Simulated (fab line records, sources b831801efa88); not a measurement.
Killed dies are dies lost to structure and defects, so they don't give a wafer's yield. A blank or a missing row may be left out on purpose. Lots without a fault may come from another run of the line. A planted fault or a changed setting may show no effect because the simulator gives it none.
Which tool did it? | flow gf180mcu | 13 lots, 39 wafers sampled, at 5 steps of a route of 602

WHAT THE GAUGES READ, wafer by wafer
GF_CONTACT_THK_MEAS_03.
lot  | measured     | on            | CONTACT_CVD_02_THK (nm)
L577 | day 14 23:15 | film_metro-04 | 855 867 865
L578 | day 15 13:34 | film_metro-02 | 846 867 859
L579 | day 15 21:19 | film_metro-02 | 861 864 859
L580 | day 16 05:24 | film_metro-02 | 853 848 846
L583 | day 17 10:17 | film_metro-01 | 846 860 861
L586 | day 18 09:04 | film_metro-01 | 848 876 865
L587 | day 18 21:01 | film_metro-02 | 856 858 863
L588 | day 19 03:52 | film_metro-02 | 631 876 635
L589 | day 19 13:52 | film_metro-01 | 859 854 623
L597 | day 22 10:34 | film_metro-04 | 861 868 873
L598 | day 22 16:06 | film_metro-01 | 864 866 875
L599 | day 22 20:11 | film_metro-01 | 858 880 875
L600 | day 23 09:34 | film_metro-01 | 858 862 872

GF_V2_BOW_MEAS_05.
lot  | measured     | on            | V2_BOW (um)
L577 | day 18 23:40 | film_metro-01 | 105 96 102
L578 | day 19 16:26 | film_metro-01 | 99 92 103
L579 | day 19 23:32 | film_metro-04 | 100 108 97
L580 | day 20 10:28 | film_metro-01 | 108 107 109
L583 | day 21 15:54 | film_metro-04 | 97 97 90
L586 | day 22 15:55 | film_metro-02 | 95 88 94
L587 | day 23 01:10 | film_metro-02 | 110 114 108
L588 | day 23 10:13 | film_metro-01 | 119 109 120
L589 | day 23 18:10 | film_metro-02 | 84 101 103
L597 | day 26 09:12 | film_metro-01 | 84 91 75
L598 | day 26 13:30 | film_metro-02 | 105 102 104
L599 | day 26 19:05 | film_metro-01 | 104 107 103
L600 | day 27 05:56 | film_metro-02 | 103 97 108

WHICH TOOL RAN EACH LOT (tool, then ch and the chambers of the sampled wafers, then the start)
lot  | GF_CONTACT_CVD_02               | GF_CONTACT_CMP_04             | GF_M2_SPUTTER_03
L577 | pecvd-02 ch 0,1,2, day 14 23:10 | cmp-01 ch 0,1,3, day 14 23:24 | pvd_sputter-01, day 17 23:08
L578 | pecvd-01 ch 0,1,2, day 15 13:29 | cmp-01 ch 1,2, day 15 13:51   | pvd_sputter-01, day 18 15:25
L579 | pecvd-01 ch 0,1,2, day 15 21:14 | cmp-01 ch 1,2,3, day 15 21:25 | pvd_sputter-02, day 18 22:41
L580 | pecvd-02 ch 0,1,2, day 16 05:20 | cmp-02 ch 1,2,3, day 16 05:31 | pvd_sputter-02, day 19 08:36
L583 | pecvd-02 ch 1,2, day 17 10:13   | cmp-01 ch 0,1,2, day 17 10:26 | pvd_sputter-01, day 20 14:37
L586 | pecvd-02 ch 0,2, day 18 09:00   | cmp-01 ch 0,1, day 18 09:11   | pvd_sputter-04, day 21 15:14
L587 | pecvd-02 ch 0,1, day 18 20:56   | cmp-02 ch 0,1,3, day 18 21:10 | pvd_sputter-02, day 22 00:37
L588 | pecvd-02 ch 0,1,2, day 19 03:48 | cmp-01 ch 0,2,3, day 19 03:59 | pvd_sputter-01, day 22 09:20
L589 | pecvd-02 ch 0,1,2, day 19 13:47 | cmp-02 ch 2,3, day 19 13:55   | pvd_sputter-04, day 22 18:11
L597 | pecvd-02 ch 0,1,2, day 22 10:29 | cmp-01 ch 0,2,3, day 22 10:37 | pvd_sputter-02, day 25 10:22
L598 | pecvd-02 ch 1,2, day 22 16:02   | cmp-02 ch 0,1, day 22 16:10   | pvd_sputter-01, day 25 15:25
L599 | pecvd-02 ch 0,1,2, day 22 20:05 | cmp-02 ch 2,3, day 22 20:17   | pvd_sputter-02, day 25 20:25
L600 | pecvd-03 ch 1,2, day 23 09:29   | cmp-02 ch 0,1,2, day 23 09:40 | pvd_sputter-04, day 26 08:02
- GF_CONTACT_CVD_02: deposits SiO2 from TEOS, target thk 860 nm, time 95.992 s.
- GF_CONTACT_CMP_04: polishes SiO2.
- GF_M2_SPUTTER_03: material Ti, target thk 10 nm, time 6.7 s.

WHAT THE TOOLS THEMSELVES READ (means of the sampled wafers that have a number; where no wafer has one, the mark that the record gives instead)
GF_CONTACT_CVD_02.
lot  | tool     | heater_power_w (W)
L577 | pecvd-02 | 642
L578 | pecvd-01 | 657
L579 | pecvd-01 | 607
L580 | pecvd-02 | 687
L583 | pecvd-02 | 626
L586 | pecvd-02 | 571
L587 | pecvd-02 | 616
L588 | pecvd-02 | 650
L589 | pecvd-02 | 638
L597 | pecvd-02 | 610
L598 | pecvd-02 | 705
L599 | pecvd-02 | 650
L600 | pecvd-03 | 608

GF_CONTACT_CMP_04.
lot  | tool   | motor_current_A (A) | time_to_endpoint_s (s)
L577 | cmp-01 | 11.8                | 110
L578 | cmp-01 | 12.3                | 106
L579 | cmp-01 | 12.4                | 106
L580 | cmp-02 | 13.1                | 104
L583 | cmp-01 | 11.9                | 107
L586 | cmp-01 | 12.0                | 116
L587 | cmp-02 | 12.9                | 110
L588 | cmp-01 | 11.6                | 60
L589 | cmp-02 | 12.7                | 81
L597 | cmp-01 | 11.6                | 122
L598 | cmp-02 | 12.7                | 117
L599 | cmp-02 | 12.0                | 117
L600 | cmp-02 | 11.3                | 114

GF_M2_SPUTTER_03.
lot  | tool           | throttle_valve_pct (%)
L577 | pvd_sputter-01 | 29.8
L578 | pvd_sputter-01 | 29.5
L579 | pvd_sputter-02 | 30.3
L580 | pvd_sputter-02 | 30.6
L583 | pvd_sputter-01 | 29.4
L586 | pvd_sputter-04 | 30.5
L587 | pvd_sputter-02 | 31.1
L588 | pvd_sputter-01 | 29.7
L589 | pvd_sputter-04 | 30.9
L597 | pvd_sputter-02 | 30.7
L598 | pvd_sputter-01 | 29.9
L599 | pvd_sputter-02 | 31.2
L600 | pvd_sputter-04 | 30.9

THE ANSWER, worked out from the rows above alone
Rule: what is usual is taken from the lots themselves. Put in order of their means at a reading, lots are off if they are a third of the lots or fewer, leave a main group of 4 or more, and stand apart from it by a gap of 3 or more times the standard deviation of the main group's means; of several such gaps the widest counts. A main group whose means are all the same, to the digits that the tables above print for the reading, isn't used. A lot without any number at a reading at which 4 lots or more have one is off too. The other lots that the step has rows for count as sound. The gauges are gone through in route order, then the tools' own readings, and for those a lot's mean is taken as printed above. The first step at which some lot is off is used, and at that step the reading that is off furthest; a lot without a number counts as furthest.
Off: L588, L589, at GF_CONTACT_THK_MEAS_03 (CONTACT_CVD_02_THK). The main group: mean 862 nm, standard deviation 6.
A tool fits if, at a process step before that reading, it ran every lot that is off, and no sound lot after the first of them. The gauges at GF_CONTACT_THK_MEAS_03 aren't tried: what is off there is off at GF_CONTACT_CMP_04 too, on other tools, and a gauge's error can't cause that. None of those tried fits.

WHAT THE SIMULATOR HAD PUT IN
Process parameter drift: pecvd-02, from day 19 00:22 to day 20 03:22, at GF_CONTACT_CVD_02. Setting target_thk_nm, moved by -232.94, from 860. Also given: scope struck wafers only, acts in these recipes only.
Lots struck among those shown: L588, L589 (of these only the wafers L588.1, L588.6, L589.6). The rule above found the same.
